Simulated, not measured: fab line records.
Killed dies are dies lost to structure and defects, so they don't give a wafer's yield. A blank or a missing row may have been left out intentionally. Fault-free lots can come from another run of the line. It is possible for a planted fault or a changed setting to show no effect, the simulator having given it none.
Problem report in the 8D (eight disciplines) form, filled by code / flow sky130 / the parts of the form that need people (team, actions taken, sign-off) are left out

1. THE PROBLEM
oes_product_au at SKY_FIELD_ISO_ETCH_15 reads a mean of 0.882 a.u. on 1 wafer of 1 lot; wafers without a fault read 0.949 a.u. with a standard deviation of 0.0062. That is -11 standard deviations from the usual mean.
The step: etches the open film in CHF3/O2, stops on Si, target depth 180 nm, time 72 s.
Seen first at day 4 04:56 on rie_diel-04, wafer L326.6. The record has a number at this step for 39 wafers belonging to 13 lots. Rule for "out" (also "out of limits"): further than 4 standard deviations from the usual mean. The rest of the wafers with a number are treated as sound.

2. WHAT IT IS AND WHAT IT IS NOT
question=which readings at this step | is=oes_product_au | is not=drypump_motor_current_A
question=which lots | is=L326 | is not=L317, L318, L319, L320, L321, L322, L323, L324, L333, L334, L339, L340
question=which wafers of those lots | is=L326.6 | is not=L326.4, L326.5
question=read on which tools | is=rie_diel-04 | is not=rie_diel-01, rie_diel-02
question=when | is=from day 4 04:56 | is not=up to then (26 sound wafers); but 12 sound wafers of L333, L334, L339, L340 came after

3. WHAT RULES OUT EACH SUSPECT
Counting: a tool at a process step up to the reading stays a suspect if it ran every lot that is out. Sound lots after the first of them don't rule it out here, since some wafers of a struck lot are sound.
- rie_diel-04 at SKY_FIELD_ISO_ETCH_15 (etches the open film in CHF3/O2, stops on Si, target depth 180 nm, time 72 s): kept. It ran the lot that is out, L326 (day 4 04:56); its last sound lot up to then is L321 (day 3 02:38). Its own readings are out on those wafers: oes_product_au.
- At SKY_FIELD_ISO_ETCH_15 on rie_diel-04, chamber 3 took the sound wafers of the same lots and chamber 0 took the wafers that are out.
Left after counting: rie_diel-04 at SKY_FIELD_ISO_ETCH_15.

4. THE CAUSE (what the simulator had put in)
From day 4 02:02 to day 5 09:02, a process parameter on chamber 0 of rie_diel-04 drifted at SKY_FIELD_ISO_ETCH_15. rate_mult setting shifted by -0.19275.
After counting, this tool was the only one left.

5. SEQUENCE OF EFFECTS, ordered by route
One row per reading whose mean, taken over the struck wafers that have a number, lies over 3 standard deviations from the usual. Only readings for which the record gives a usual standard deviation are gone through. hours: the time from each lot's start at the first step in this table that gives one to its start at this step, as a median over the lots. sigmas: the change in usual standard deviations.
hours=0; step=SKY_FIELD_ISO_ETCH_15; reading=oes_product_au; usual=0.949 a.u.; on struck wafers=0.882; change=-0.067; sigmas=-11
hours=0; step=SKY_FIELD_ISO_STRIP_16; reading=oes_product_au; usual=0.378 a.u.; on struck wafers=0.400; change=+0.022; sigmas=+4.6
hours=0; step=SKY_FIELD_ISO_STRIP_16; reading=strip_time_to_endpoint_s; usual=3.55 s; on struck wafers=3.88; change=+0.33; sigmas=+9.2
hours=1053; step=SKY_PAD_OPEN_PROBE_99; reading=killed_at_front_end; usual=15; on struck wafers=415; change=+400; sigmas=+80
hours=1053; step=SKY_PAD_OPEN_PROBE_99; reading=killed_dies; usual=87; on struck wafers=491; change=+404; sigmas=+46
hours=1053; step=SKY_PAD_OPEN_PROBE_99; reading=killed_on_rim; usual=17; on struck wafers=96; change=+79; sigmas=+20
Here are the process steps it includes:
- SKY_FIELD_ISO_ETCH_15: etches the open film in CHF3/O2, stops on Si, target depth 180 nm, time 72 s.
- SKY_FIELD_ISO_STRIP_16: strips in O2/N2.
- SKY_PAD_OPEN_PROBE_99

6. HOW IT WOULD HAVE BEEN CAUGHT EARLIER
In this record the first reading out of limits was taken at day 4 04:56, 3 hours after the fault began at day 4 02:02.
